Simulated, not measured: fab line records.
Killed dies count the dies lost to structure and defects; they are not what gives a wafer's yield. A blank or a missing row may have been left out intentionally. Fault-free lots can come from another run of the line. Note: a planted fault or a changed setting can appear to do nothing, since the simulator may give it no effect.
fab line records	flow sky130	part 1 of 2: steps 1 to 28 of 29
record lots=6	wafers=18	lastDay=51
route steps=708 shown SD_N@350 SD_P@359 RES_XHIGH@360 SALICIDE@361 LI_CONTACT@362 PAD_OPEN@708
lots that met no fault: taken from a fault-free run of the same line
startH: the number of hours between the record's first day and the start of the first shown wafer of the lot	waitH: time in hours since the lot's previous step	" as in the row above	L1.1+2: a row that stands for several wafers	- either no value or no given start	* or withheld: withheld	< > ~ a bound
route shown NAME@n: NAME is a module with steps in the file, n the number in the route of the first one	usual: mean and standard deviation over wafers with no fault	same: alike in all rows	chamber/n: place in a boat	sites: each site's reading	_std_site: standard deviation across them	_edge_site: the outer-site mean with the inner-site mean subtracted	radiusMm: how far each site lies from the wafer's centre	mask NAME#n: copy n	behind: the most recent tool/chamber to have shaped the wafer	hold: cause of the lot's hold/its duration in hours/its outcome	device: which transistor (n, p or np) failed to switch	end of line: at the end of the route, the tests of the same wafers	a step given without rows: its recipe and nothing more	killed: dies that structure and defects cost at the first sort, which is not the same as the wafer's yield	map: per-die view of a wafer (x killed, . not killed, _ where there is no die)
set.NAME: the setting that was run; set.NAME@STEP: the one run at that earlier step	model.NAME: the simulator's own value behind a step, which no gauge read
lots at selected steps of the route; one table per step, one row per wafer
services: a tool's chamber out of use, with start hour (startH, from the record's first day; less than 0 if before it), hours out, and reason
## steps
# step SKY_SD_N_OVL_MEAS_08
# usual SD_N_OVL=0.0/1.5
lot.wafer	tool	chamber	startH	waitH	SD_N_OVL[nm]
L320.2	overlay-02	-	675.86	0.1	-0.1
L320.4	"	-	"	"	-0.4
L320.6	"	-	"	"	2.2
L323.1	overlay-02	-	710.55	0.1	0.6
L323.5	"	-	"	"	-1.6
L323.6	"	-	"	"	-2.1
L332.1	overlay-01	-	840.61	0.1	0.3
L332.2	"	-	"	"	1.0
L332.3	"	-	"	"	0.5
L331.2	overlay-02	-	841.51	0.1	0.1
L331.3	"	-	"	"	-0.8
L331.4	"	-	"	"	0.2
L335.1	overlay-02	-	842.00	0.1	0.4
L335.4	"	-	"	"	-0.7
L335.6	"	-	"	"	0.0
L333.1	overlay-02	-	846.25	0.1	-1.4
L333.2	"	-	"	"	-0.2
L333.6	"	-	"	"	-1.2
# step SKY_SD_N_IMPLANT_09
# recipe species=As	energyKev=50	doseCm2=4e+15	tiltDeg=0
# step SKY_SD_N_IMPLANT_10
# recipe species=P	energyKev=20	doseCm2=1e+14	tiltDeg=0
# step SKY_SD_N_STRIP_11
# recipe chemistry=O2/N2	powerW=1400	pressureMtorr=1500	platenTempC=withheld	o2FlowSccm=3000	n2FlowSccm=300	overashFraction=0.5
# usual chamberPressureMTorr=1500.0/1.4	drypumpMotorCurrentA=5.6/0.44	n2FlowSccm=300.0/0.89	oesProductAu=0.527/0.0046	stripTimeToEndpointS=22.56/0.042
lot.wafer	tool	chamber	startH	waitH	chamberPressureMTorr	drypumpMotorCurrentA	n2FlowSccm	oesProductAu	rfHoursCounterH	stripTimeToEndpointS
L320.2	plasmaAsher-04	1	676.19	0.1	1501.5	5.6	298.9	0.529	99	22.58
L320.4	"	0	"	"	1500.7	5.8	300.5	0.533	-	22.59
L320.6	"	0	"	"	1498.8	5.8	299.6	0.528	-	22.58
L323.1	plasmaAsher-03	0	710.89	0.1	1500.4	5.9	299.4	0.518	87	22.54
L323.5	"	0	"	"	1499.0	5.9	299.4	0.531	-	22.55
L323.6	"	1	"	"	1500.4	5.4	300.4	0.524	-	22.52
L332.1	plasmaAsher-01	1	840.94	0.1	1500.3	5.9	299.3	0.520	70	22.52
L332.2	"	0	"	"	1499.8	4.7	299.9	0.528	70	22.48
L332.3	"	1	"	"	1501.1	5.9	300.4	0.526	-	22.48
L331.2	plasmaAsher-01	1	841.84	0.1	1501.9	5.9	299.6	0.527	70	22.57
L331.3	"	1	"	"	1500.4	5.9	299.6	0.538	-	22.53
L331.4	"	0	"	"	1500.2	4.8	301.7	0.528	-	22.61
L335.1	plasmaAsher-01	0	842.34	0.1	1501.1	4.8	299.3	0.530	70	22.50
L335.4	"	1	"	"	1499.5	5.9	300.6	0.521	-	22.51
L335.6	"	1	"	"	1500.1	5.9	300.3	0.527	-	22.49
L333.1	plasmaAsher-03	1	846.59	0.1	1500.9	5.5	301.3	0.534	102	22.60
L333.2	"	0	"	"	1498.6	5.9	301.4	0.526	102	22.54
L333.6	"	0	"	"	1500.2	5.9	298.9	0.530	-	22.53
# step SKY_SD_N_TW_MEAS_12
# usual SD_N_TW=3974/43
lot.wafer	tool	chamber	startH	waitH	SD_N_TW
L320.2	filmMetro-03	-	676.30	0.1	3935
L320.4	"	-	"	"	3946
L320.6	"	-	"	"	3934
L323.1	filmMetro-04	-	710.99	0.1	4021
L323.5	"	-	"	"	4025
L323.6	"	-	"	"	4021
L332.1	filmMetro-04	-	841.04	0.1	3983
L332.2	"	-	"	"	3970
L332.3	"	-	"	"	3955
L331.2	filmMetro-03	-	841.95	0.1	3910
L331.3	"	-	"	"	3946
L331.4	"	-	"	"	3915
L335.1	filmMetro-03	-	842.44	0.1	3912
L335.4	"	-	"	"	3908
L335.6	"	-	"	"	3925
L333.1	filmMetro-03	-	846.69	0.1	3920
L333.2	"	-	"	"	3918
L333.6	"	-	"	"	3908
# step SKY_SD_N_CLEAN_13
# recipe chemistry=SC1/SC2	mix=1:4:20	tempC=70	timeS=150	dry=n2Spin
# step SKY_SD_N_RTA_14
# recipe tempC=1075	timeS=2	idleTempC=650	rampUpCPerS=150	rampDownCPerS=90	ambient=N2
# usual lampPowerPct=15.73/0.055	wafer_temp_C_max=1078.1/1.3
lot.wafer	tool	chamber	startH	waitH	lampPowerPct	wafer_temp_C_max
L320.2	rtpAnneal-01	0	676.41	0.0	15.77	1075.3
L320.4	"	0	"	"	15.80	1077.4
L320.6	"	0	"	"	15.81	1078.6
L323.1	rtpAnneal-01	0	711.10	0.0	15.75	1077.1
L323.5	"	0	"	"	15.71	1079.2
L323.6	"	0	"	"	15.68	1077.9
L332.1	rtpAnneal-01	0	841.16	0.0	15.77	1076.6
L332.2	"	0	"	"	15.72	1078.9
L332.3	"	0	"	"	15.77	1080.1
L331.2	rtpAnneal-02	0	842.06	0.0	15.72	1076.5
L331.3	"	0	"	"	15.79	1077.8
L331.4	"	0	"	"	15.71	1077.1
L335.1	rtpAnneal-01	0	842.56	0.0	15.68	1076.4
L335.4	"	0	"	"	15.73	1076.8
L335.6	"	0	"	"	15.76	1077.4
L333.1	rtpAnneal-02	0	846.80	0.0	15.73	1077.8
L333.2	"	0	"	"	15.71	1078.3
L333.6	"	0	"	"	15.70	1077.3
# step SKY_SD_N_RS_MEAS_16
# recipe thkMeasGauge=four-point-probe
# usual SD_N_RS=68.56/0.13
lot.wafer	tool	chamber	startH	waitH	SD_N_RS[ohm/sq]
L320.2	filmMetro-04	-	676.59	0.1	68.64
L320.4	"	-	"	"	68.43
L320.6	"	-	"	"	68.51
L323.1	filmMetro-02	-	711.27	0.1	68.53
L323.5	"	-	"	"	68.53
L323.6	"	-	"	"	68.38
L332.1	filmMetro-02	-	841.33	0.1	68.68
L332.2	"	-	"	"	68.71
L332.3	"	-	"	"	68.53
L331.2	filmMetro-04	-	842.24	0.1	68.56
L331.3	"	-	"	"	68.52
L331.4	"	-	"	"	68.50
L335.1	filmMetro-03	-	842.73	0.1	68.66
L335.4	"	-	"	"	68.78
L335.6	"	-	"	"	68.82
L333.1	filmMetro-04	-	846.97	0.1	68.77
L333.2	"	-	"	"	68.56
L333.6	"	-	"	"	68.61
# step SKY_SD_N_RS_MEAS_17
# recipe thkMeasGauge=four-point-probe
# usual SD_P_RS=147.1/0.37
lot.wafer	tool	chamber	startH	waitH	SD_P_RS[ohm/sq]
L320.2	filmMetro-04	-	676.71	0.1	147.4
L320.4	"	-	"	"	146.9
L320.6	"	-	"	"	147.2
L323.1	filmMetro-02	-	711.39	0.1	146.8
L323.5	"	-	"	"	146.5
L323.6	"	-	"	"	146.9
L332.1	filmMetro-02	-	841.45	0.1	146.9
L332.2	"	-	"	"	147.0
L332.3	"	-	"	"	146.8
L331.2	filmMetro-04	-	842.36	0.1	146.7
L331.3	"	-	"	"	147.2
L331.4	"	-	"	"	146.9
L335.1	filmMetro-03	-	842.85	0.1	147.5
L335.4	"	-	"	"	147.8
L335.6	"	-	"	"	147.4
L333.1	filmMetro-04	-	847.09	0.1	147.6
L333.2	"	-	"	"	147.0
L333.6	"	-	"	"	147.3
# step SKY_SD_N_RS_MEAS_18
# recipe thkMeasGauge=four-point-probe
# usual RES_XHIGH_RS=333.5/1.1
lot.wafer	tool	chamber	startH	waitH	RES_XHIGH_RS[ohm/sq]
L320.2	filmMetro-04	-	676.83	0.1	335.6
L320.4	"	-	"	"	333.9
L320.6	"	-	"	"	334.0
L323.1	filmMetro-02	-	711.51	0.1	333.8
L323.5	"	-	"	"	334.7
L323.6	"	-	"	"	334.0
L332.1	filmMetro-02	-	841.57	0.1	335.1
L332.2	"	-	"	"	335.6
L332.3	"	-	"	"	334.0
L331.2	filmMetro-04	-	842.48	0.1	334.1
L331.3	"	-	"	"	334.5
L331.4	"	-	"	"	334.1
L335.1	filmMetro-03	-	842.97	0.1	332.7
L335.4	"	-	"	"	333.4
L335.6	"	-	"	"	333.0
L333.1	filmMetro-04	-	847.21	0.1	333.7
L333.2	"	-	"	"	333.4
L333.6	"	-	"	"	334.0
# step SKY_SALICIDE_CLEAN_00
# recipe chemistry=HF-last	timeS=30	dilution=100:1	dry=ipaMarangoni
# step SKY_LI_CONTACT_HDPCVD_00
# recipe material=PSG	targetThkNm=930	sigmaOpenFrac=0.3	timeS=155	tempC=600	sih4FlowSccm=60	pressureMtorr=6
lot.wafer	tool	chamber	startH	waitH
L320.2+4+6	hdpcvd-01	2,0,1	676.95	0.0
L323.1+5+6	hdpcvd-02	2,0,2	711.65	0.0
L332.1+2+3	hdpcvd-01	2,0,1	841.71	0.0
L331.2+3+4	hdpcvd-01	1,0,2	842.60	0.0
L335.1+4+6	hdpcvd-02	1,2,1	843.11	0.0
L333.1+2+6	hdpcvd-02	1,0,0	847.35	0.0
# step SKY_LI_CONTACT_THK_MEAS_01
# recipe reads=PSG_of_LI_CONTACT_HDPCVD_00
# usual LI_CONTACT_HDPCVD_THK=930/8.5
lot.wafer	tool	chamber	startH	waitH	LI_CONTACT_HDPCVD_THK[nm]
L320.2	filmMetro-02	-	677.07	0.1	924
L320.4	"	-	"	"	934
L320.6	"	-	"	"	946
L323.1	filmMetro-03	-	711.75	0.1	930
L323.5	"	-	"	"	938
L323.6	"	-	"	"	924
L332.1	filmMetro-04	-	841.81	0.1	919
L332.2	"	-	"	"	772
L332.3	"	-	"	"	918
L331.2	filmMetro-04	-	842.71	0.1	914
L331.3	"	-	"	"	782
L331.4	"	-	"	"	934
L335.1	filmMetro-03	-	843.21	0.1	921
L335.4	"	-	"	"	915
L335.6	"	-	"	"	932
L333.1	filmMetro-03	-	847.45	0.1	939
L333.2	"	-	"	"	937
L333.6	"	-	"	"	932
# step SKY_LI_CONTACT_CMP_02
# recipe material=PSG	downForcePsi=4	platenRpm=60	padVelocityMS=0.94248
# usual motorCurrentA=12.1/1.8	timeToEndpointS=34.1/2.8
lot.wafer	tool	chamber	startH	waitH	motorCurrentA	timeToEndpointS
L320.4	cmp-02	1	677.12	0.0	10.5	35.5
L320.2	"	2	"	"	14.9	33.2
L320.6	"	1	"	"	11.4	37.5
L323.1	cmp-02	2	711.86	0.1	15.7	35.5
L323.5	"	1	"	"	11.1	39.4
L323.6	"	2	"	"	15.9	33.6
L332.3	cmp-01	3	841.87	0.0	13.3	35.5
L332.1	"	1	"	"	11.9	31.0
L332.2	"	2	"	"	13.0	32.3
L331.2	cmp-01	1	842.76	0.0	12.6	30.5
L331.4	"	2	"	"	12.5	30.7
L331.3	"	3	"	"	13.9	38.1
L335.1	cmp-02	0	843.27	0.1	11.1	30.6
L335.4	"	1	"	"	10.8	33.5
L335.6	"	1	"	"	11.3	36.3
L333.2	cmp-02	2	847.51	0.0	16.2	39.2
L333.1	"	3	"	"	9.4	36.6
L333.6	"	2	"	"	15.1	36.6
# step SKY_LI_CONTACT_BOW_MEAS_03
# recipe mode=bow
# usual LI_CONTACT_BOW=56/6.9
lot.wafer	tool	chamber	startH	waitH	LI_CONTACT_BOW[um]
L320.2	filmMetro-03	-	677.44	0.2	58
L320.4	"	-	"	"	38
L320.6	"	-	"	"	61
L323.1	filmMetro-03	-	712.11	0.2	52
L323.5	"	-	"	"	46
L323.6	"	-	"	"	48
L332.1	filmMetro-02	-	842.17	0.1	57
L332.2	"	-	"	"	54
L332.3	"	-	"	"	49
L331.2	filmMetro-04	-	843.08	0.3	47
L331.3	"	-	"	"	66
L331.4	"	-	"	"	50
L335.1	filmMetro-02	-	843.60	0.3	65
L335.4	"	-	"	"	48
L335.6	"	-	"	"	50
L333.1	filmMetro-02	-	847.81	0.2	52
L333.2	"	-	"	"	64
L333.6	"	-	"	"	58
# step SKY_LI_CONTACT_DEHYDRATE_04
# recipe tempC=200	timeS=60
# step SKY_LI_CONTACT_HMDS_05
# recipe primeTimeS=60	primeTempC=120
# step SKY_LI_CONTACT_COAT_06
# recipe resist=BARC	tempC=withheld	timeS=withheld	spinRpm=3000	resistThkNm=60
# step SKY_LI_CONTACT_COAT_07
# recipe resist=KrF-thick	spinRpm=3000	resistThkNm=450
# step SKY_LI_CONTACT_SOFTBAKE_08
# recipe tempC=100	timeS=90	resist=KrF-thick
# step SKY_LI_CONTACT_EXPOSE_09
# recipe maskId=LICM1	na=0.8	sourceShape=annular	sigmaInner=0.55	sigmaOuter=0.85	targetCdNm=170	doseMj=38
# step SKY_LI_CONTACT_PEB_10
# recipe pebTempC=withheld	pebTimeS=withheld	resist=KrF-thick
# step SKY_LI_CONTACT_DEVELOP_11
# recipe developTimeS=60	resist=KrF-thick	devTempC=21
# step SKY_LI_CONTACT_CD_MEAS_12
# recipe targetCdNm=170
# usual cdNm=170.1/1.7
lot.wafer	tool	chamber	startH	waitH	cdNm
L320.2	cdSem-01	-	705.60	-	170.4
L320.4	"	-	"	"	171.9
L320.6	"	-	"	"	171.7
L323.1	cdSem-01	-	739.98	-	168.0
L323.5	"	-	"	"	169.3
L323.6	"	-	"	"	168.8
L332.1	cdSem-01	-	868.08	-	168.7
L332.2	"	-	"	"	170.1
L332.3	"	-	"	"	169.6
L331.2	cdSem-02	-	869.05	-	172.6
L331.3	"	-	"	"	173.0
L331.4	"	-	"	"	172.1
L335.1	cdSem-02	-	869.89	-	169.6
L335.4	"	-	"	"	171.8
L335.6	"	-	"	"	169.6
L333.1	cdSem-02	-	873.55	-	170.3
L333.2	"	-	"	"	169.4
L333.6	"	-	"	"	171.5
# step SKY_LI_CONTACT_OVL_MEAS_13
# usual LI_CONTACT_OVL=-1/5.1
lot.wafer	tool	chamber	startH	waitH	LI_CONTACT_OVL[nm]
L320.2	overlay-02	-	705.71	0.1	0
L320.4	"	-	"	"	2
L320.6	"	-	"	"	-2
L323.1	overlay-01	-	740.10	0.1	0
L323.5	"	-	"	"	4
L323.6	"	-	"	"	6
L332.1	overlay-02	-	868.20	0.1	-5
L332.2	"	-	"	"	1
L332.3	"	-	"	"	-1
L331.2	overlay-02	-	869.16	0.1	-4
L331.3	"	-	"	"	-3
L331.4	"	-	"	"	-4
L335.1	overlay-01	-	870.01	0.1	-3
L335.4	"	-	"	"	-1
L335.6	"	-	"	"	2
L333.1	overlay-02	-	873.67	0.1	-3
L333.2	"	-	"	"	2
L333.6	"	-	"	"	-9
# step SKY_LI_CONTACT_ETCH_14
# recipe chemistry=N2/H2	target=BARC	ionEnergyEv=200	sourceW=500	biasW=100	pressureMtorr=30	n2FlowSccm=100	h2FlowSccm=200	stopOn=SiO2	timeS=45.9	targetDepthA=600
# usual chamberPressureMTorr=30.000/0.028	drypumpMotorCurrentA=5.9/0.44	n2FlowSccm=100.00/0.3	oesProductAu=0.855/0.0043	throttleValvePct=13.224/0.009
lot.wafer	tool	chamber	startH	waitH	chamberPressureMTorr	drypumpMotorCurrentA	n2FlowSccm	oesProductAu	rfHoursCounterH	throttleValvePct
L320.2	rieDiel-04	1	705.74	0.0	30.037	5.7	100.00	0.854	3	13.209
L320.4	"	0	"	"	29.988	5.5	99.60	0.862	8	13.237
L320.6	"	3	"	"	30.020	6.0	99.52	0.858	-	13.244
L323.1	rieDiel-02	0	740.14	0.0	30.014	6.5	99.58	0.854	7	13.212
L323.5	"	3	"	"	30.001	5.6	99.58	0.852	-	13.237
L323.6	"	2	"	"	30.028	5.2	99.69	0.854	-	13.222
L332.1	rieDiel-01	2	868.24	0.0	29.983	6.4	99.37	0.859	4	13.228
L332.2	"	3	"	"	30.057	5.5	99.78	0.855	5	13.222
L332.3	"	1	"	"	29.978	5.6	100.29	0.849	17	13.216
L331.2	rieDiel-01	0	869.19	0.0	29.972	6.5	100.00	0.848	11	13.226
L331.3	"	3	"	"	29.993	5.5	100.41	0.858	5	13.235
L331.4	"	2	"	"	29.976	6.4	99.99	0.852	4	13.228
L335.1	rieDiel-02	2	870.04	0.0	30.007	5.2	100.68	0.855	17	13.231
L335.4	"	1	"	"	30.005	5.6	100.20	0.849	14	13.236
L335.6	"	1	"	"	29.963	5.6	100.21	0.859	-	13.228
L333.1	rieDiel-02	1	873.71	0.0	29.998	5.6	99.96	0.854	15	13.231
L333.2	"	0	"	"	30.001	6.5	100.24	0.851	12	13.228
L333.6	"	3	"	"	29.992	5.6	100.14	0.859	-	13.241
# step SKY_LI_CONTACT_ETCH_15
# recipe target=PSG	chemistry=C4F8/O2/Ar	stopOn=Si	taperDeg=4.15	maskMaterial=KrF-thick	sourceW=1500	biasW=1200	pressureMtorr=40	c4f8FlowSccm=withheld	O2_flow_sccm=6	Ar_flow_sccm=300	timeS=withheld	targetDepthA=6000
# usual chamberPressureMTorr=40.00/0.038	oesProductAu=0.837/0.0043
lot.wafer	tool	chamber	startH	waitH	chamberPressureMTorr	oesProductAu
L320.2	rieDiel-04	1	705.78	0.0	40.02	0.841
L320.4	"	0	"	"	39.96	0.839
L320.6	"	3	"	"	39.98	0.840
L323.1	rieDiel-02	0	740.18	0.0	40.00	0.839
L323.5	"	3	"	"	40.06	0.837
L323.6	"	2	"	"	40.04	0.834
L332.1	rieDiel-01	2	868.28	0.0	39.99	0.831
L332.2	"	3	"	"	39.98	0.716
L332.3	"	1	"	"	40.03	0.844
L331.2	rieDiel-01	0	869.23	0.0	40.01	0.830
L331.3	"	3	"	"	40.01	0.712
L331.4	"	2	"	"	39.91	0.832
L335.1	rieDiel-02	2	870.08	0.0	40.04	0.838
L335.4	"	1	"	"	40.08	0.843
L335.6	"	1	"	"	40.00	0.846
L333.1	rieDiel-02	1	873.75	0.0	39.94	0.840
L333.2	"	0	"	"	40.03	0.840
L333.6	"	3	"	"	40.04	0.846
# step SKY_LI_CONTACT_STRIP_16
# recipe chemistry=O2/N2	powerW=1400	pressureMtorr=1500	platenTempC=withheld	o2FlowSccm=3000	n2FlowSccm=300	overashFraction=0.5
# usual chamberPressureMTorr=1500.0/1.3	drypumpMotorCurrentA=5.62/0.19	n2FlowSccm=300.0/0.92	oesProductAu=0.376/0.005	stripTimeToEndpointS=3.50/0.037
lot.wafer	tool	chamber	startH	waitH	chamberPressureMTorr	drypumpMotorCurrentA	n2FlowSccm	oesProductAu	rfHoursCounterH	stripTimeToEndpointS
L320.2	plasmaAsher-02	0	705.87	-	1499.5	5.62	299.6	0.368	28	3.49
L320.4	"	1	"	"	1499.5	5.31	300.7	0.373	-	3.52
L320.6	"	1	"	"	1502.2	5.29	300.0	0.375	-	3.51
L323.1	plasmaAsher-03	0	740.27	-	1501.0	5.92	301.4	0.366	90	3.50
L323.5	"	0	"	"	1500.8	5.94	301.0	0.371	-	3.49
L323.6	"	1	"	"	1500.7	5.48	299.6	0.377	-	3.50
L332.1	plasmaAsher-04	0	868.36	-	1501.7	5.71	298.4	0.374	10	3.49
L332.2	"	1	"	"	1502.2	5.65	299.5	0.376	10	3.50
L332.3	"	1	"	"	1499.6	5.64	298.7	0.363	-	3.43
L331.2	plasmaAsher-03	0	869.31	-	1499.8	5.92	299.9	0.379	105	3.51
L331.3	"	0	"	"	1500.1	5.90	300.1	0.379	-	3.55
L331.4	"	1	"	"	1500.7	5.56	300.2	0.374	-	3.57
L335.1	plasmaAsher-04	1	870.17	-	1499.7	5.61	300.3	0.374	10	3.49
L335.4	"	0	"	"	1498.2	5.73	301.3	0.376	-	3.41
L335.6	"	1	"	"	1500.1	5.62	298.7	0.372	-	3.43
L333.1	plasmaAsher-02	1	873.84	-	1500.9	5.33	300.5	0.372	46	3.44
L333.2	"	0	"	"	1499.8	5.60	299.7	0.377	46	3.47
L333.6	"	0	"	"	1502.7	5.62	299.6	0.372	-	3.48
## key
firstSign step=SKY_LI_CONTACT_THK_MEAS_01	reading=LI_CONTACT_HDPCVD_THK	direction=down	sigmas=18	usual=930	struck=777
effect step=SKY_LI_CONTACT_ETCH_15	reading=oesProductAu	direction=down	sigmas=29	usual=0.837	struck=0.714
effect step=SKY_PAD_OPEN_PROBE_99	reading=killedAtContacts	direction=up	sigmas=4.5	usual=24	struck=50
metAt SKY_LI_CONTACT_HDPCVD_00
struckWafers L331.3,L332.2
testerLeftOut L331,L332
onsetBetween 676.95 841.71
fault kind=siteProfileDrift	tool=hdpcvd-01	chamber=0	onsetH=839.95	steps=SKY_LI_CONTACT_HDPCVD_00	basis=fraction	maxAbsDrift=0.3882	slopeSharePerHr=86.267	sitePattern=0,0,0,0,0,-1,-1,-1,-1
# testerLeftOut: of these lots the tester's yield and bins aren't shown, on N5 and GAA mostly nor the transistor test; their killed dies are dies lost to structure and defects alone, not to doping, threshold or leakage, so they don't give the yield
